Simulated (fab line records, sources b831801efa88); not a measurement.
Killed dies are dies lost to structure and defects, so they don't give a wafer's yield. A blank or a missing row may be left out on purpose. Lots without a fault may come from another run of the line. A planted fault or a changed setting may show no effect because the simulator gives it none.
A struck lot beside a sound one | flow sky130 | 23 steps out of a route of 708
Sound: wafers L217.2, L217.3, L217.4. Struck: wafer L213.5. (L213.2, L213.4 of the same lot were not struck and are left out.) The cause comes at the end.
At each step with rows: each side's tool, then ch and its chambers, then its first start. Under that, the readings that differ: sound wafers | struck wafers | difference of the means | sigmas: that difference in standard deviations of wafers without a fault.
alike: readings whose means differ by less than 2 such deviations, and words and numbers that are the same on both sides. not compared: withheld readings, readings that some wafer has no value for, bounds like >300 that may hide the same value, and numbers for which the record gives no deviation and whose values overlap.
The two part at a step that has a row with sigmas, a row that says differs or no value, or rows on one side only. Numbers that don't overlap but have no deviation are shown without sigmas and don't part them. A reading that every wafer of one side lacks parts them only if that side has two wafers or more.

SKY_METAL3_ETCH_17: etches SiO2 in C4F8/O2/Ar, stops on TiN, time 3.9 s, target depth 15 nm.
  sound on rie_diel-03 ch 0,2,3, day 42 13:18; struck on rie_diel-04 ch 3, day 41 11:44
  alike: oes_product_au
  not compared: rf_hours_counter_h
SKY_METAL3_METAL_ETCH_18: etches the open film in Cl2/BCl3, stops on SiO2, target depth 845 nm, time 183.1 s.
  sound on rie_metal-04 ch 0,1, day 42 13:19; struck on rie_metal-03 ch 1, day 41 11:46
  reading                | sound                | struck | difference | sigmas
  throttle_valve_pct (%) | 22.273 22.259 22.251 | 22.283 | +0.022     | +3
  alike: bcl3_flow_sccm, drypump_motor_current_A, oes_product_au
  not compared: rf_hours_counter_h
SKY_METAL3_STRIP_19: strips in O2/N2.
  sound on plasma_asher-04 ch 0,1, day 42 13:30; struck on plasma_asher-01 ch 1, day 41 11:56
  alike: drypump_motor_current_A, oes_product_au, strip_time_to_endpoint_s
  not compared: rf_hours_counter_h
then, 4 steps without rows for these wafers: SKY_METAL3_STRIP_20 (strips in post etch residue remover, time 1200 s); SKY_METAL3_CLEAN_21 (cleans in IPA, time 180 s); SKY_METAL3_CLEAN_22 (cleans in O3/DIW); SKY_VIA3_HDPCVD_00 (deposits SiO2, target thk 1635 nm, time 272.5 s).
SKY_VIA3_THK_MEAS_01:
  sound on film_metro-03, day 42 14:16; struck on film_metro-02, day 41 12:44
  alike: VIA3_HDPCVD_THK
SKY_VIA3_CMP_02: polishes SiO2.
  sound on cmp-01 ch 0,2,3, day 42 14:22; struck on cmp-01 ch 2, day 41 12:47
  alike: motor_current_A
SKY_VIA3_BOW_MEAS_03:
  sound on film_metro-04, day 42 14:38; struck on film_metro-04, day 41 13:06
  reading       | sound    | struck | difference | sigmas
  VIA3_BOW (um) | 76 74 84 | 97     | +19        | +3
then, 2 steps without rows for these wafers: SKY_VIA3_DEHYDRATE_04 (time 60 s); SKY_VIA3_HMDS_05 (prime time 60 s).
SKY_VIA3_COAT_06: resist thk 60 nm.
  sound on litho_track-03 ch 0, day 43 01:38; struck on litho_track-04 ch 0, day 42 01:04
then, 5 steps without rows for these wafers: SKY_VIA3_COAT_07 (resist thk 450 nm); SKY_VIA3_SOFTBAKE_08 (time 90 s); SKY_VIA3_EXPOSE_09 (exposes mask VIM3, target cd 200 nm); SKY_VIA3_PEB_10; SKY_VIA3_DEVELOP_11 (develop time 60 s).
SKY_VIA3_CD_MEAS_12: target cd 200 nm.
  sound on cd_sem-01, day 43 13:35; struck on cd_sem-02, day 42 13:34
  alike: cd_nm
SKY_VIA3_OVL_MEAS_13:
  sound on overlay-01, day 43 13:41; struck on overlay-02, day 42 13:41
  alike: VIA3_OVL
SKY_VIA3_ETCH_14: etches BARC in N2/H2, stops on SiO2, time 45.9 s, target depth 60 nm.
  sound on rie_diel-02 ch 2,3, day 43 13:43; struck on rie_diel-01 ch 2, day 42 13:43
  reading                  | sound             | struck | difference | sigmas
  oes_product_au (a.u.)    | 0.850 0.850 0.857 | 0.879  | +0.027     | +6
  model.etch.depth_nm (nm) | 59.92 59.91 60.16 | 63.25  | +3.25      |
  alike: drypump_motor_current_A, throttle_valve_pct
  not compared: rf_hours_counter_h
SKY_VIA3_ETCH_15: etches SiO2 in C4F8/O2/Ar, stops on TiN, target depth 507 nm, time 78 s.
  sound on rie_diel-02 ch 2,3, day 43 13:46; struck on rie_diel-01 ch 2, day 42 13:46
  alike: oes_product_au
SKY_PAD_OPEN_PROBE_99:
  the record has rows for the sound wafers here (prober-02, day 49 00:14) and none for the struck ones

WHERE THEY PART
First at SKY_METAL3_METAL_ETCH_18; last, within this record, at SKY_PAD_OPEN_PROBE_99.

WHY: what the simulator had put in
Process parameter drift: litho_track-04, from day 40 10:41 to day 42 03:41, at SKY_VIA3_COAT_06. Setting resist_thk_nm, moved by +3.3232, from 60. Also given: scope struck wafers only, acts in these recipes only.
